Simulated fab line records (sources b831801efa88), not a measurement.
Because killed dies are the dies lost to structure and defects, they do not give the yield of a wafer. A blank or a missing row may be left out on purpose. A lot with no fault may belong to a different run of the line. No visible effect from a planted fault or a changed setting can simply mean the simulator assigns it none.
Struck lot and sound lot, side by side / flow sky130 / 35 out of 708 route steps
Sound: these wafers, L968.4, L968.5, L968.6. Struck: wafer L961.5. (L961.1, L961.3 of the same lot were not struck and are left out.) The cause comes at the end.
Each step with rows lists, per side, the tool, then ch with its chambers, then its first start. Under that, the readings that differ: sound wafers / struck wafers / difference of the means / sigmas: that difference in standard deviations of wafers without a fault.
alike: words and numbers the same on both sides, and readings whose means are apart by under 2 such deviations; not compared: readings that were withheld, readings missing a value for some wafer, numbers with overlapping values and no deviation given by the record, and bounds like >300 which may hide the same value.
A row with sigmas, a row that says differs or no value, or rows on one side alone: a step with any of these is where the two part. When numbers do not overlap yet have no deviation, they are printed without sigmas and do not part them. Lack of a reading on every wafer of one side parts them only where that side has two or more wafers.

first, 10 steps without rows for these wafers: SKY_METAL1_DEHYDRATE_07 (time 60 s); SKY_METAL1_HMDS_08 (prime time 60 s); SKY_METAL1_COAT_09 (resist thk 60 nm); SKY_METAL1_COAT_10 (resist thk 450 nm); SKY_METAL1_SOFTBAKE_11 (time 90 s); SKY_METAL1_EXPOSE_12 (exposes mask MM1, target cd 140 nm); SKY_METAL1_PEB_13; SKY_METAL1_DEVELOP_14 (develop time 60 s); SKY_METAL1_DESCUM_17 (chemistry O2, time 8 s); SKY_METAL1_ETCH_18 (etches BARC in N2/H2, stops on SiO2, time 45.9 s, target depth 60 nm).
SKY_METAL1_METAL_ETCH_19: etches the open film in Cl2/BCl3, stops on SiO2, target depth 360 nm, time 78 s.
  sound on rie_metal-01 ch 0,1, day 38 19:16; struck on rie_metal-02 ch 0, day 36 16:10
  alike: drypump_motor_current_A, oes_product_au, throttle_valve_pct
  not compared: rf_hours_counter_h
then, 23 steps without rows for these wafers: SKY_METAL1_STRIP_20 (strips in O2/N2); SKY_METAL1_STRIP_21 (strips in post etch residue remover, time 1200 s); SKY_METAL1_CLEAN_22 (cleans in IPA, time 180 s); SKY_METAL1_CLEAN_23 (cleans in O3/DIW); SKY_VIA1_HDPCVD_00 (deposits SiO2, target thk 1030 nm, time 171.7 s); SKY_VIA1_CMP_02 (polishes SiO2); SKY_VIA1_DEHYDRATE_04 (time 60 s); SKY_VIA1_HMDS_05 (prime time 60 s); SKY_VIA1_COAT_06 (resist thk 60 nm); SKY_VIA1_COAT_07 (resist thk 450 nm); SKY_VIA1_SOFTBAKE_08 (time 90 s); SKY_VIA1_EXPOSE_09 (exposes mask VIM, target cd 150 nm); SKY_VIA1_PEB_10; SKY_VIA1_DEVELOP_11 (develop time 60 s); SKY_VIA1_ETCH_14 (etches BARC in N2/H2, stops on SiO2, time 45.9 s, target depth 60 nm); SKY_VIA1_ETCH_15 (etches SiO2 in C4F8/O2/Ar, stops on TiN, target depth 351 nm, time 54 s); SKY_VIA1_STRIP_16 (strips in O2/N2); SKY_VIA1_STRIP_17 (strips in post etch residue remover, time 1200 s); SKY_VIA1_CLEAN_18 (cleans in IPA, time 180 s); SKY_VIA1_CLEAN_19 (cleans in O3/DIW); SKY_VIA1_SPUTTER_20 (material TiN, target thk 20 nm, time 80 s); SKY_VIA1_CVD_21 (deposits W, target thk 270 nm, time 80.902 s); SKY_VIA1_CMP_24 (polishes, stops on SiO2, t overpolish 15 s, target thk 0 nm).
-- the record jumps here: 12 days lie between the struck wafers' starts before and after (it left off in module VIA1 and takes up again in module PAD_OPEN, whose first step shown is number 708 of the route) --
SKY_PAD_OPEN_PROBE_99:
  sound on prober-02 at day 50 15:35; struck on prober-01 at day 49 04:08
reading=hold; sound=- - -; struck=await_dispo/8.6h/release; difference=no value on the sound wafers; sigmas=
reading=defect_limited_yield (%); sound=82.1 83.9 82.9; struck=71.3; difference=-11.7; sigmas=-6
reading=killed_at_M0_to_M3; sound=35 42 41; struck=100; difference=+61; sigmas=+9
reading=killed_dies; sound=88 79 84; struck=141; difference=+57; sigmas=+6
reading=sort_bin_3_pad_short (%); sound=0.4 1.6 0.4; struck=4.9; difference=+4.1; sigmas=+11
reading=sort_bin_5_function (%); sound=9.6 9.8 10.8; struck=16.1; difference=+6.0; sigmas=+4
reading=sort_n_pass; sound=404 413 408; struck=351; difference=-57; sigmas=-6
reading=sort_yield_pct (%); sound=82.1 83.9 82.9; struck=71.3; difference=-11.7; sigmas=-6
reading=model.etest.tester.sort_n_pass; sound=404 413 408; struck=351; difference=-57; sigmas=
reading=model.etest.tester.sort_yield_pct (%); sound=82.11 83.94 82.93; struck=71.34; difference=-11.65; sigmas=
reading=model.etest.tester.sort_bin_5_pct (%); sound=9.553 9.756 10.77; struck=16.06; difference=+6.03; sigmas=
reading=model.etest.tester.sort_bin_3_pct (%); sound=0.4065 1.626 0.4065; struck=4.878; difference=+4.065; sigmas=
  alike: killed_at_M4_up, killed_at_contacts, killed_at_front_end, killed_at_other, killed_open, killed_short, sort_bin_6_memory

WHERE THEY PART
Only at SKY_PAD_OPEN_PROBE_99, as far as this record shows.

WHY: what had been put in by the simulator
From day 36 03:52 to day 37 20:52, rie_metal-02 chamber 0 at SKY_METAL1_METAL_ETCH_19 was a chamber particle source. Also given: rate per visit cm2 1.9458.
